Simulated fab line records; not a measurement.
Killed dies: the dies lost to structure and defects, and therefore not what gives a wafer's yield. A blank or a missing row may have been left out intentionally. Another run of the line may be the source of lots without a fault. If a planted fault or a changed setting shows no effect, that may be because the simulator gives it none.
fab line records ; flow sky130
[record] lots = 5; wafers = 14; lastDay = 50
route steps=708 shown VIA3@585 METAL4@598 PAD_OPEN@708
lots that met no fault: taken from a fault-free run of the same line
startH: hours from the record's opening day to when the first of the lot's shown wafers began ; waitH: hours from the lot's prior step to this one ; " repeats the value in the row above ; L1.1+2: a row that stands for several wafers ; - no value, or no start was given ; * or withheld: withheld ; < > ~ a bound
route shown NAME@n: a module of which the file shows steps, and the number in the route of the first ; usual: average and standard deviation across the fault-free wafers ; same: alike in all rows ; chamber/n: place in a boat ; sites: each site's reading ; _std_site: their standard deviation ; _edge_site: inner sites' mean taken away from outer sites' mean ; radiusMm: how far each site lies from the wafer's centre ; mask NAME#n: copy n ; behind: tool/chamber where the wafer was last shaped ; hold: what put the lot on hold/how long, in hours/how the hold closed ; device: which transistor (n, p or np) failed to switch ; end of line: the same wafers' tests at the end of the route ; where a step has no rows: the recipe by itself ; killed: dies that structure and defects cost at the first sort, which is not the same as the wafer's yield ; map: the dies of a wafer, with x for killed, . for not killed, _ for no die there
set.NAME: setting as actually run; set.NAME@STEP: the setting as run at that earlier step ; model.NAME: the simulator's own value behind a step, which no gauge read
lots seen at some steps along the route; tables by step, rows by wafer
services: when a tool's chamber went out of use (startH, in hours from the record's first day, below 0 if earlier), for how many hours, and the reason
[[steps]]
[step SKY_VIA3_CD_MEAS_12]
[recipe] targetCdNm = 200
[usual] cdNm = 200.7/1.5
lot.wafer;tool;chamber;startH;waitH;cdNm
L715.1;cdSem-01;-;929.02;-;203.0
L715.2;cdSem-01;-;929.02;-;202.8
L715.3;cdSem-01;-;929.02;-;202.7
L717.2;cdSem-01;-;941.19;-;201.5
L717.3;cdSem-01;-;941.19;-;202.5
L717.6;cdSem-01;-;941.19;-;202.1
L726.1;cdSem-02;-;1008.62;-;198.9
L726.2;cdSem-02;-;1008.62;-;198.4
L734.2;cdSem-01;-;1063.29;-;201.5
L734.3;cdSem-01;-;1063.29;-;200.9
L734.5;cdSem-01;-;1063.29;-;201.0
L738.3;cdSem-02;-;1081.39;-;201.5
L738.5;cdSem-02;-;1081.39;-;201.2
L738.6;cdSem-02;-;1081.39;-;202.3
[step SKY_VIA3_OVL_MEAS_13]
[usual] VIA3_OVL = -8/5.4
lot.wafer;tool;chamber;startH;waitH;VIA3_OVL[nm]
L715.1;overlay-02;-;929.14;0.1;-10
L715.2;overlay-02;-;929.14;0.1;-4
L715.3;overlay-02;-;929.14;0.1;-11
L717.2;overlay-02;-;941.29;0.1;-9
L717.3;overlay-02;-;941.29;0.1;-8
L717.6;overlay-02;-;941.29;0.1;-4
L726.1;overlay-02;-;1008.74;0.1;-10
L726.2;overlay-02;-;1008.74;0.1;-6
L734.2;overlay-01;-;1063.39;0.1;-10
L734.3;overlay-01;-;1063.39;0.1;-8
L734.5;overlay-01;-;1063.39;0.1;-12
L738.3;overlay-02;-;1081.49;0.1;-16
L738.5;overlay-02;-;1081.49;0.1;-14
L738.6;overlay-02;-;1081.49;0.1;-12
[step SKY_VIA3_ETCH_14]
[recipe] chemistry = N2/H2; target = BARC; ionEnergyEv = 200; sourceW = 500; biasW = 100; pressureMtorr = 30; n2FlowSccm = 100; h2FlowSccm = 200; stopOn = SiO2; timeS = 45.9; targetDepthA = 600
[usual] drypumpMotorCurrentA = 5.6/0.44; oesProductAu = 0.855/0.0045; throttleValvePct = 13.225/0.0097
lot.wafer;tool;chamber;startH;waitH;drypumpMotorCurrentA;oesProductAu;rfHoursCounterH;throttleValvePct
L715.1;rieDiel-01;0;929.17;0.0;5.4;0.862;19;13.224
L715.2;rieDiel-01;3;929.17;0.0;6.3;0.854;9;13.229
L715.3;rieDiel-01;1;929.17;0.0;5.7;0.850;5;13.236
L717.2;rieDiel-04;2;941.32;0.0;5.6;0.857;16;13.230
L717.3;rieDiel-04;3;941.32;0.0;6.5;0.849;29;13.241
L717.6;rieDiel-04;2;941.32;0.0;5.6;0.856;-;13.237
L726.1;rieDiel-04;1;1008.77;0.0;5.2;0.860;20;13.229
L726.2;rieDiel-04;2;1008.77;0.0;5.6;0.855;18;13.221
L734.2;rieDiel-02;0;1063.42;0.0;5.5;0.859;13;13.234
L734.3;rieDiel-02;2;1063.42;0.0;6.5;0.853;8;13.233
L734.5;rieDiel-02;3;1063.42;0.0;5.2;0.860;-;13.230
L738.3;rieDiel-04;2;1081.51;0.0;5.6;0.860;22;13.215
L738.5;rieDiel-04;0;1081.51;0.0;5.5;0.852;-;13.219
L738.6;rieDiel-04;1;1081.51;0.0;5.1;0.859;-;13.229
[step SKY_VIA3_ETCH_15]
[recipe] target = SiO2; chemistry = C4F8/O2/Ar; targetDepthNm = 507; stopOn = TiN; maskMaterial = KrF-thick; sourceW = 1500; biasW = 1200; pressureMtorr = 40; c4f8FlowSccm = withheld; O2_flow_sccm = 6; Ar_flow_sccm = 300; timeS = 78
[usual] oesProductAu = 0.946/0.0052
lot.wafer;tool;chamber;startH;waitH;oesProductAu;rfHoursCounterH
L715.1;rieDiel-01;0;929.21;0.0;0.933;19
L715.2;rieDiel-01;3;929.21;0.0;0.942;9
L715.3;rieDiel-01;1;929.21;0.0;0.953;5
L717.2;rieDiel-04;2;941.37;0.0;0.945;16
L717.3;rieDiel-04;3;941.37;0.0;0.944;29
L717.6;rieDiel-04;2;941.37;0.0;0.951;-
L726.1;rieDiel-04;1;1008.82;0.0;0.950;20
L726.2;rieDiel-04;2;1008.82;0.0;0.944;18
L734.2;rieDiel-02;0;1063.47;0.0;0.953;13
L734.3;rieDiel-02;2;1063.47;0.0;0.952;8
L734.5;rieDiel-02;3;1063.47;0.0;0.940;-
L738.3;rieDiel-04;2;1081.55;0.0;0.941;22
L738.5;rieDiel-04;0;1081.55;0.0;0.952;-
L738.6;rieDiel-04;1;1081.55;0.0;0.939;-
[step SKY_VIA3_STRIP_16]
[recipe] chemistry = O2/N2; powerW = 1400; pressureMtorr = 1500; platenTempC = withheld; o2FlowSccm = 3000; n2FlowSccm = 300; overashFraction = 0.5
[step SKY_VIA3_STRIP_17]
[recipe] chemistry = postEtchResidueRemover; timeS = 1200; tempC = 72.5
[step SKY_VIA3_CLEAN_18]
[recipe] chemistry = IPA; timeS = 180; tempC = 25
[step SKY_VIA3_CLEAN_19]
[recipe] chemistry = O3/DIW; dry = n2Spin
[step SKY_VIA3_SPUTTER_20]
[recipe] material = TiN; targetThkNm = 20; chamberPressurePa = 5; powerW = 4000; timeS = 80
[usual] throttleValvePct = 30.2/0.89
lot.wafer;tool;chamber;startH;waitH;throttleValvePct
L715.1;pvdSputter-04;-;929.87;0.0;30.7
L715.2;pvdSputter-04;-;929.87;0.0;30.2
L715.3;pvdSputter-04;-;929.87;0.0;29.8
L717.2;pvdSputter-04;-;942.05;0.0;30.1
L717.3;pvdSputter-04;-;942.05;0.0;29.8
L717.6;pvdSputter-04;-;942.05;0.0;30.1
L726.1;pvdSputter-01;-;1009.50;0.0;29.7
L726.2;pvdSputter-01;-;1009.50;0.0;32.1
L734.2;pvdSputter-01;-;1064.13;0.0;30.8
L734.3;pvdSputter-01;-;1064.13;0.0;29.7
L734.5;pvdSputter-01;-;1064.13;0.0;31.0
L738.3;pvdSputter-02;-;1082.21;0.0;30.0
L738.5;pvdSputter-02;-;1082.21;0.0;30.2
L738.6;pvdSputter-02;-;1082.21;0.0;29.8
[step SKY_VIA3_CVD_21]
[recipe] material = W; targetThkNm = 390; timeS = 117.31; tempC = 400; pressureTorr = 40
[usual] heaterPowerW = 843/64
lot.wafer;tool;chamber;startH;waitH;heaterPowerW
L715.1;cvdW-01;0;929.93;0.0;806
L715.2;cvdW-01;1;929.93;0.0;910
L715.3;cvdW-01;0;929.93;0.0;803
L717.2;cvdW-02;1;942.11;0.0;904
L717.3;cvdW-02;0;942.11;0.0;750
L717.6;cvdW-02;1;942.11;0.0;903
L726.1;cvdW-02;1;1009.56;0.0;915
L726.2;cvdW-02;0;1009.56;0.0;761
L734.2;cvdW-02;0;1064.19;0.0;765
L734.3;cvdW-02;1;1064.19;0.0;904
L734.5;cvdW-02;0;1064.19;0.0;758
L738.3;cvdW-01;0;1082.31;0.1;826
L738.5;cvdW-01;0;1082.31;0.1;812
L738.6;cvdW-01;1;1082.31;0.1;900
[step SKY_VIA3_RS_MEAS_22]
[recipe] thkMeasGauge = four-point-probe; reads = W_of_VIA3_CVD_21+TiN_of_VIA3_SPUTTER_20
[usual] VIA3_W_RS = 0.290/0.0066
lot.wafer;tool;chamber;startH;waitH;VIA3_W_RS[ohm/sq]
L715.1;filmMetro-04;-;930.05;0.1;0.281
L715.2;filmMetro-04;-;930.05;0.1;0.295
L715.3;filmMetro-04;-;930.05;0.1;0.282
L717.2;filmMetro-04;-;942.25;0.1;0.295
L717.3;filmMetro-04;-;942.25;0.1;0.294
L717.6;filmMetro-04;-;942.25;0.1;0.291
L726.1;filmMetro-01;-;1009.68;0.1;0.292
L726.2;filmMetro-01;-;1009.68;0.1;0.294
L734.2;filmMetro-04;-;1064.34;0.1;0.294
L734.3;filmMetro-04;-;1064.34;0.1;0.297
L734.5;filmMetro-04;-;1064.34;0.1;0.292
L738.3;filmMetro-04;-;1082.43;0.1;0.276
L738.5;filmMetro-04;-;1082.43;0.1;0.279
L738.6;filmMetro-04;-;1082.43;0.1;0.289
[step SKY_VIA3_THK_MEAS_23]
[recipe] thkMeasGauge = xrf; reads = W_of_VIA3_CVD_21
[usual] VIA3_W_THK = 390/9.4
lot.wafer;tool;chamber;startH;waitH;VIA3_W_THK[nm]
L715.1;filmMetro-04;-;930.17;0.1;404
L715.2;filmMetro-04;-;930.17;0.1;388
L715.3;filmMetro-04;-;930.17;0.1;405
L717.2;filmMetro-04;-;942.36;0.1;380
L717.3;filmMetro-04;-;942.36;0.1;383
L717.6;filmMetro-04;-;942.36;0.1;387
L726.1;filmMetro-01;-;1009.80;0.1;385
L726.2;filmMetro-01;-;1009.80;0.1;381
L734.2;filmMetro-04;-;1064.45;0.1;389
L734.3;filmMetro-04;-;1064.45;0.1;386
L734.5;filmMetro-04;-;1064.45;0.1;392
L738.3;filmMetro-04;-;1082.53;0.1;415
L738.5;filmMetro-04;-;1082.53;0.1;407
L738.6;filmMetro-04;-;1082.53;0.1;394
[step SKY_VIA3_CMP_24]
[recipe] stopOn = SiO2; tOverpolishS = 20; downForcePsi = 3.5; platenRpm = 60; targetThkNm = 0; padVelocityMS = 0.94248
[usual] motorCurrentA = 11.1/0.73; overpolishRunS = 20.002/0.0095; timeToEndpointS = 95/3.6
lot.wafer;tool;chamber;startH;waitH;motorCurrentA;overpolishRunS;timeToEndpointS
L715.3;cmp-02;2;930.28;0.1;11.0;20.024;95
L715.2;cmp-02;3;930.28;0.1;11.7;20.009;87
L715.1;cmp-02;0;930.28;0.1;12.5;20.001;94
L717.3;cmp-01;1;942.51;0.1;11.7;20.006;92
L717.2;cmp-01;2;942.51;0.1;11.1;20.000;91
L717.6;cmp-01;0;942.51;0.1;10.2;20.002;95
L726.2;cmp-01;3;1009.86;0.0;11.4;0.041;148
L726.1;cmp-01;1;1009.86;0.0;12.0;19.983;93
L734.3;cmp-01;2;1064.55;0.1;10.8;20.012;94
L734.2;cmp-01;3;1064.55;0.1;11.4;20.013;96
L734.5;cmp-01;2;1064.55;0.1;10.6;20.004;96
L738.3;cmp-01;3;1082.57;0.0;10.9;19.998;98
L738.5;cmp-01;3;1082.57;0.0;11.6;20.009;101
L738.6;cmp-01;0;1082.57;0.0;9.8;19.998;95
[step SKY_METAL4_SPUTTER_00]
[recipe] material = Ti; targetThkNm = 15; powerW = 3000; timeS = 10; chamberPressurePa = 0.4
[usual] throttleValvePct = 30.6/1
lot.wafer;tool;chamber;startH;waitH;throttleValvePct
L715.1;pvdSputter-04;-;930.53;0.1;29.3
L715.2;pvdSputter-04;-;930.53;0.1;30.7
L715.3;pvdSputter-04;-;930.53;0.1;30.3
L717.2;pvdSputter-03;-;942.71;0.1;29.9
L717.3;pvdSputter-03;-;942.71;0.1;30.0
L717.6;pvdSputter-03;-;942.71;0.1;32.2
L726.1;pvdSputter-04;-;1010.16;0.1;29.4
L734.2;pvdSputter-01;-;1064.80;0.1;30.7
L734.3;pvdSputter-01;-;1064.80;0.1;29.8
L734.5;pvdSputter-01;-;1064.80;0.1;29.3
L738.3;pvdSputter-03;-;1082.87;0.2;32.0
L738.5;pvdSputter-03;-;1082.87;0.2;32.2
L738.6;pvdSputter-03;-;1082.87;0.2;30.0
[step SKY_PAD_OPEN_PROBE_99]
[usual] defectLimitedYield = 82.5/2; killed_at_M0_to_M3 = 44/7; killed_at_M4_up = 3.0/1.7; killedAtContacts = 24/5.2; killedAtFrontEnd = 15/4.8; killedAtOther = 0.2/0.56; killedDies = 86/9.7; killedOnRim = 17/4.1; killedOpen = 47/7.1; killedShort = 39/6.3; sort_bin_3_pad_short = 0.9/0.4; sort_bin_5_function = 10.3/1.6; sort_bin_6_memory = 6.3/1.2; sortNPass = 406/9.7; sortYieldPct = 82.5/2
[same] grossDies = 492; killedAtBackSide = 0; sort_bin_4_leakage[%] = 0; sort_bin_8_speed[%] = 0
lot.wafer;tool;chamber;startH;waitH;defectLimitedYield[%];killed_at_M0_to_M3;killed_at_M4_up;killedAtContacts;killedAtFrontEnd;killedAtOther;killedDies;killedOnRim;killedOpen;killedShort;sort_bin_3_pad_short[%];sort_bin_5_function[%];sort_bin_6_memory[%];sortNPass;sortYieldPct[%]
L715.1;prober-02;-;1077.94;0.1;79.5;55;3;24;19;0;101;22;49;51;0.6;13.6;6.3;391;79.5
L715.2;prober-02;-;1077.99;0.1;80.9;53;2;20;19;0;94;13;58;36;0.8;11.0;7.3;398;80.9
L715.3;prober-02;-;1078.04;0.2;81.9;52;2;16;19;0;89;18;53;34;1.0;10.0;7.1;403;81.9
L717.2;prober-01;-;1088.27;0.1;81.5;49;3;26;13;0;91;18;43;48;1.4;10.6;6.5;401;81.5
L717.3;prober-01;-;1088.32;0.2;85.8;34;0;24;12;0;70;17;43;27;1.0;8.7;4.5;422;85.8
L717.6;prober-01;-;1088.47;0.2;82.7;42;2;27;14;0;85;9;43;41;1.6;10.8;4.9;407;82.7
L726.1;prober-01;-;1144.77;0.1;81.5;44;5;25;16;1;91;14;42;49;1.6;9.8;7.1;401;81.5
L726.2;prober-01;-;1144.82;0.1;0;463;0;20;9;0;492;96;42;32;85.6;9.1;5.3;0;0
L734.2;prober-01;-;1187.80;0.1;79.1;47;2;30;23;1;103;26;64;37;0.2;12.0;8.7;389;79.1
L734.3;prober-01;-;1187.85;0.2;82.7;39;3;26;17;0;85;15;45;40;0.4;11.0;5.9;407;82.7
L734.5;prober-01;-;1187.95;0.2;84.8;37;3;18;17;0;75;17;34;41;0.8;7.9;6.5;417;84.8
L738.3;prober-02;-;1200.14;0.2;78.3;47;3;39;18;0;107;24;55;51;1.0;13.8;6.9;385;78.3
L738.5;prober-02;-;1200.24;0.2;83.5;50;0;16;15;0;81;17;43;38;0.8;10.6;5.1;411;83.5
L738.6;prober-02;-;1200.29;0.2;82.9;43;1;24;16;0;84;19;44;38;0.8;9.3;6.9;408;82.9
// killed by level:class
L715.1 FIELD_ISO:geometricParticle:short=10 VIA1:geometricParticle:open=9 VIA1:geometricParticle:short=8 FIELD_ISO:geometricParticle:open=7 LI_CONTACT:geometricParticle:open=7 CONTACT:geometricParticle:open=7 VIA2:geometricParticle:open=7 METAL2:geometricParticle:short=7
L715.2 VIA1:geometricParticle:open=12 VIA2:geometricParticle:open=11 CONTACT:geometricParticle:open=9 METAL1:geometricParticle:short=7 FIELD_ISO:geometricParticle:open=6 VIA1:geometricParticle:short=6 POLY_GATE:geometricParticle:open=5 METAL2:geometricParticle:short=5
L715.3 VIA1:geometricParticle:open=13 VIA2:geometricParticle:open=9 METAL2:geometricParticle:short=8 CONTACT:geometricParticle:open=7 POLY_GATE:geometricParticle:open=6 METAL1:geometricParticle:short=5 FIELD_ISO:geometricParticle:open=4 LI_CONTACT:geometricParticle:open=4
L717.2 CONTACT:geometricParticle:open=10 METAL1:geometricParticle:short=8 VIA2:geometricParticle:open=7 VIA1:geometricParticle:open=7 METAL2:geometricParticle:short=7 VIA1:geometricParticle:short=6 VIA2:geometricParticle:short=6 LI_CONTACT:geometricParticle:open=5
L717.3 CONTACT:geometricParticle:open=11 VIA2:geometricParticle:open=7 FIELD_ISO:geometricParticle:open=6 VIA1:geometricParticle:open=6 LOCAL_INTERCONNECT:geometricParticle:short=5 METAL1:geometricParticle:short=5 VIA3:geometricParticle:open=5 LI_CONTACT:geometricParticle:short=3
L717.6 CONTACT:geometricParticle:open=13 VIA3:geometricParticle:open=7 LOCAL_INTERCONNECT:geometricParticle:short=7 METAL1:geometricParticle:short=7 VIA2:geometricParticle:open=7 FIELD_ISO:geometricParticle:short=5 VIA1:geometricParticle:open=5 VIA3:geometricParticle:short=4
L726.1 VIA1:geometricParticle:open=9 LI_CONTACT:geometricParticle:open=8 METAL2:geometricParticle:short=7 METAL1:geometricParticle:short=6 CONTACT:geometricParticle:short=6 CONTACT:geometricParticle:open=6 VIA1:geometricParticle:short=6 FIELD_ISO:geometricParticle:short=5
L726.2 VIA3:areaCmp=416 VIA1:geometricParticle:open=15 CONTACT:geometricParticle:open=7 METAL1:geometricParticle:short=5 VIA2:geometricParticle:open=5 VIA2:geometricParticle:short=5 CONTACT:geometricParticle:short=4 LOCAL_INTERCONNECT:geometricParticle:short=4
L734.2 VIA3:geometricParticle:open=12 VIA1:geometricParticle:open=12 CONTACT:geometricParticle:open=8 FIELD_ISO:geometricParticle:open=7 LI_CONTACT:geometricParticle:open=7 CONTACT:geometricParticle:short=7 VIA2:geometricParticle:open=6 POLY_GATE:geometricParticle:open=5
L734.3 VIA1:geometricParticle:open=10 FIELD_ISO:geometricParticle:open=7 LI_CONTACT:geometricParticle:open=7 METAL2:geometricParticle:short=7 LI_CONTACT:geometricParticle:short=5 LOCAL_INTERCONNECT:geometricParticle:short=5 CONTACT:geometricParticle:open=5 METAL1:geometricParticle:short=5
L734.5 VIA1:geometricParticle:open=11 FIELD_ISO:geometricParticle:short=6 LI_CONTACT:geometricParticle:open=5 CONTACT:geometricParticle:short=5 METAL1:geometricParticle:short=5 VIA1:geometricParticle:short=5 FIELD_ISO:geometricParticle:open=4 VIA3:geometricParticle:short=4
L738.3 CONTACT:geometricParticle:open=11 LI_CONTACT:geometricParticle:open=9 CONTACT:geometricParticle:short=9 VIA1:geometricParticle:open=9 METAL1:geometricParticle:short=8 VIA3:geometricParticle:open=7 VIA2:geometricParticle:open=5 LOCAL_INTERCONNECT:geometricParticle:short=4
L738.5 VIA3:geometricParticle:open=10 METAL1:geometricParticle:short=7 VIA2:geometricParticle:open=7 CONTACT:geometricParticle:open=6 VIA1:geometricParticle:short=5 VIA1:geometricParticle:open=5 METAL2:geometricParticle:short=5 FIELD_ISO:geometricParticle:open=4
L738.6 VIA2:geometricParticle:open=8 VIA3:geometricParticle:open=6 LI_CONTACT:geometricParticle:open=6 LOCAL_INTERCONNECT:geometricParticle:short=6 CONTACT:geometricParticle:open=5 VIA1:geometricParticle:short=5 VIA1:geometricParticle:open=5 FIELD_ISO:geometricParticle:open=4
// map L726.2 (x killed, . not)
__________xxxxxxxxxx_________
________xxxxxxxxxxxxxx_______
______xxxxxxxxxxxxxxxxxx_____
_____xxxxxxxxxxxxxxxxxxxx____
____xxxxxxxxxxxxxxxxxxxxxx___
___xxxxxxxxxxxxxxxxxxxxxxxx__
__xxxxxxxxxxxxxxxxxxxxxxxxxx_
_xxxxxxxxxxxxxxxxxxxxxxxxxxxx
_xxxxxxxxxxxxxxxxxxxxxxxxxxxx
_xxxxxxxxxxxxxxxxxxxxxxxxxxxx
_xxxxxxxxxxxxxxxxxxxxxxxxxxxx
_xxxxxxxxxxxxxxxxxxxxxxxxxxxx
_xxxxxxxxxxxxxxxxxxxxxxxxxxxx
_xxxxxxxxxxxxxxxxxxxxxxxxxxxx
_xxxxxxxxxxxxxxxxxxxxxxxxxxxx
__xxxxxxxxxxxxxxxxxxxxxxxxxx_
___xxxxxxxxxxxxxxxxxxxxxxxx__
____xxxxxxxxxxxxxxxxxxxxxx___
_____xxxxxxxxxxxxxxxxxxxx____
______xxxxxxxxxxxxxxxxxx_____
________xxxxxxxxxxxxxx_______
__________xxxxxxxxxx_________
// map L717.2 (x killed, . not)
__________.........._________
________.x...x........_______
______..x......x........_____
_____.x..x.........x..xx.____
____....xx.............xxx___
___..xx.x.......xxxx......x__
__x...x......x.......x.....x_
_x..x.....x..x.x...xxx...x...
_.........x...x......xx......
_..x........x...x.....x....x.
_.x.x.......x.x..x........x..
_..............x.....xx......
_x.....x..x..x..x............
_......x......x...x..x....xx.
_......x.....x....x....xx...x
__..........x..x....xx......_
___.x.x....................__
____.x..........x...xx....___
_____.x........x.x.......____
______................x._____
________x...xx.x..x..._______
__________.......x.._________
[[services]]
tool;chamber;startH;hours;kind
cmp-02;-;912.00;4.0;pm
cvdW-01;0;918.00;-;clean
cmp-01;-;918.50;5.3;pm
pvdSputter-01;-;918.80;6.6;repair
cmp-01;-;926.55;3.8;repair
cmp-01;-;926.73;5.7;repair
rieDiel-04;-;939.67;0.3;repair
cvdW-01;-;940.28;2.8;pm
rieDiel-04;2;941.71;13.9;repair
rieDiel-01;2;943.47;7.2;repair
cvdW-02;1;943.49;7.7;repair
rieDiel-02;3;952.31;7.9;repair
pvdSputter-04;-;963.20;8.8;repair
pvdSputter-04;-;992.93;1.3;repair
cmp-02;-;993.62;0.6;repair
rieDiel-01;3;1018.48;4.0;repair
rieDiel-04;3;1030.07;-;clean
rieDiel-04;3;1030.07;36.6;scheduledDown
rieDiel-04;3;1030.07;36.6;ventCycle
cmp-02;-;1041.12;4.7;pm
cvdW-02;0;1043.97;16.5;repair
pvdSputter-04;-;1049.80;10.7;repair
pvdSputter-04;-;1066.53;0.6;repair
cvdW-02;-;1079.34;0.2;repair
[[key]]
[firstSign] step = SKY_VIA3_CMP_24; reading = overpolishRunS; direction = down; sigmas = 99+; usual = 20.002; struck = 0.041
[effect] step = SKY_VIA3_CMP_24; reading = timeToEndpointS; direction = up; sigmas = 15; usual = *; struck = *
[effect] step = SKY_PAD_OPEN_PROBE_99; reading = sort_bin_3_pad_short; direction = up; sigmas = 99+; usual = 0.9; struck = 85.6
[moreKillsBornAt] SKY_VIA3_CMP_24@cmp-01 = 416
metAt SKY_VIA3_CMP_24
struckWafers L726.2
laterRowsLeftOut L726.2
onsetBetween 942.51 1009.86
[fault] kind = processParameterDrift; tool = cmp-01; chamber = -; onsetH = 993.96; steps = SKY_VIA3_CMP_24; channel = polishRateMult; offset = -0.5; shape = step; endH = 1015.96; scope = struckWafersOnly
// laterRowsLeftOut: the simulator's readings of these wafers behind a module that went badly wrong aren't trusted and aren't shown, but for the sort
